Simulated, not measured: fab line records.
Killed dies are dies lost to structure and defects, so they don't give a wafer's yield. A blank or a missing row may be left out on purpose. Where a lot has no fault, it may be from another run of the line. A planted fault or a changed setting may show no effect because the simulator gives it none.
One fault seen from 2 desks | flow sfq-line | numbers are kept per desk, each desk with only its own; the story behind them comes last

## FOR THE TOOL OWNER'S DESK: pvd-sputter-04
The tool's own readings at SFQ_TRILAYER_L0_DEP_SPUTTER_003 (material MoNx KI, target thk 40 nm, time 100 s): means of the sampled wafers that have a number, for each lot that ran on this tool. Marked OUT: a lot whose mean sits more than 4 standard deviations from the usual mean, which makes it out of limits; the brackets give that distance.
Columns: A = cathode-dc-power-W at SFQ_TRILAYER_L0_DEP_SPUTTER_003, usual 799.98 W; B = throttle-valve-pct at SFQ_TRILAYER_L0_DEP_SPUTTER_003, usual 30.2 %
lot  | first seen here | A                        | B
L812 | day 1 12:29     | 800.08                   | 29.3
L813 | day 1 17:29     | 799.83                   | 31.2
L815 | day 2 03:29     | 799.82                   | 30.2
L817 | day 2 13:29     | 799.96                   | 30.9
L820 | day 3 04:29     | 800.04                   | 31.2
L824 | day 4 00:29     | 800.09                   | 30.1
L831 | day 5 11:29     | 867.80 (+99 or more) OUT | 29.7
This desk finds L831 out of limits, L831 being first, at day 5 11:29 (cathode-dc-power-W at SFQ_TRILAYER_L0_DEP_SPUTTER_003). Within limits: L812, L813, L815, L817, L820, L824.

## THE METROLOGY DESK
Lot by lot, what the gauges showed, no matter which tool ran the lot: averages of those sampled wafers that carry a number. Marked OUT: a lot whose mean sits more than 4 standard deviations from the usual mean, which makes it out of limits; the brackets give that distance.
Columns: A = L0_MONX_KI_RS at SFQ_L0_RS_MEAS_901, usual 43.6 ohm/sq; B = L0_MONX_KI_THK at SFQ_L0_THK_MEAS_902, usual 40.1 nm; C = I2_BOW at SFQ_I2_BOW_MEAS_917, usual 2 um
lot  | first seen here | A               | B               | C
L812 | day 1 12:34     | 42.9            | 40.8            | -2
L813 | day 1 17:35     | 44.0            | 39.9            | -6
L814 | day 1 22:36     | 43.6            | 40.3            | -4
L815 | day 2 03:35     | 43.8            | 39.9            | 17
L816 | day 2 08:35     | 43.6            | 40.0            | -1
L817 | day 2 13:37     | 43.2            | 40.4            | 6
L820 | day 3 04:34     | 44.0            | 39.9            | 9
L822 | day 3 14:36     | 43.7            | 39.8            | -2
L824 | day 4 00:34     | 43.9            | 39.7            | -2
L827 | day 4 15:34     | 42.8            | 41.0            | 2
L831 | day 5 11:34     | 40.8 (-5.6) OUT | 42.8 (+5.5) OUT | 7
L834 | day 6 02:37     | 43.2            | 40.2            | 1
L835 | day 6 07:34     | 43.5            | 40.3            | 6
Per this desk, out of limits: L831; the first was L831, day 5 11:34 (L0_MONX_KI_RS at SFQ_L0_RS_MEAS_901). Within limits: L812, L813, L814, L815, L816, L817, L820, L822, L824, L827, L834, L835.

## BROUGHT TOGETHER
The tool owner's desk had the chance to raise an alarm at day 5 11:29 on L831.
The metrology desk could have raised an alarm at day 5 11:34, on L831.
SFQ_TRILAYER_L0_DEP_SPUTTER_003 was run on pvd-sputter-04 by each of the lots named.

## WHAT WAS PUT IN BY THE SIMULATOR
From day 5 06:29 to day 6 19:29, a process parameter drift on pvd-sputter-04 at SFQ_TRILAYER_L0_DEP_SPUTTER_003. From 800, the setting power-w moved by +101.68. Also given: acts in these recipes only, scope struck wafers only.
Shown lots that were struck: L831.
Delay (hours) between the fault's onset and each desk's first out-of-limits reading: 5 at the tool owner's desk, 5 at the metrology desk.
